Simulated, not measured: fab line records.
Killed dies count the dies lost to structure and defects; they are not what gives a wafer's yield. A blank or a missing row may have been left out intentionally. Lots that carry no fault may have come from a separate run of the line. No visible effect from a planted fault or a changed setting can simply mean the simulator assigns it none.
What tool caused it? + flow sky130 + 7 lots with 21 wafers sampled at 2 steps, on a route of 708 steps

== WHAT EACH GAUGE READ, for each wafer ==
SKY_CONTACT_OVL_MEAS_15.
| lot  | measured     | on         | CONTACT_OVL (nm) |
|------|--------------|------------|------------------|
| L528 | day 31 15:55 | overlay-02 | 14 6 12          |
| L530 | day 32 15:37 | overlay-01 | 17 11 13         |
| L536 | day 34 16:07 | overlay-01 | 4 11 11          |
| L544 | day 37 16:43 | overlay-01 | -4 -4 2          |
| L547 | day 38 03:13 | overlay-02 | 6 7 4            |
| L549 | day 38 20:05 | overlay-02 | 13 11 6          |

== TOOL THAT RAN EACH LOT (tool first, then ch and the chambers of the sampled wafers, then the start) ==
| lot  | SKY_SONOS_TUNNEL_DEVELOP_06       |
|------|-----------------------------------|
| L528 | litho track-04 ch 0, day 11 11:58 |
| L530 | litho track-02 ch 0, day 12 08:13 |
| L536 | litho track-04 ch 0, day 14 12:11 |
| L540 | litho track-04 ch 0, day 15 15:35 |
| L544 | litho track-02 ch 0, day 17 10:28 |
| L547 | litho track-02 ch 0, day 18 05:27 |
| L549 | litho track-04 ch 0, day 19 01:38 |
- SKY_SONOS_TUNNEL_DEVELOP_06: develop time 60 s.

== THE ANSWER, worked out from the rows above alone ==
Rule: the usual values come from the lots themselves. The widest of any qualifying gaps counts: lots, ordered by their means at a reading, are off when they make up no more than a third of the lots, leave a main group of 4 or more, and stand apart from it by 3 or more times the standard deviation of that group's means. The tables above print the reading to a certain number of digits; a main group whose means all agree to those digits is not used. Also off: a lot with no number at a reading for which 4 or more lots have one. Any other lot the step has rows for is counted as sound.
None of the lots is off at any reading shown; this tells nothing.

== WHAT THE SIMULATOR PUT IN ==
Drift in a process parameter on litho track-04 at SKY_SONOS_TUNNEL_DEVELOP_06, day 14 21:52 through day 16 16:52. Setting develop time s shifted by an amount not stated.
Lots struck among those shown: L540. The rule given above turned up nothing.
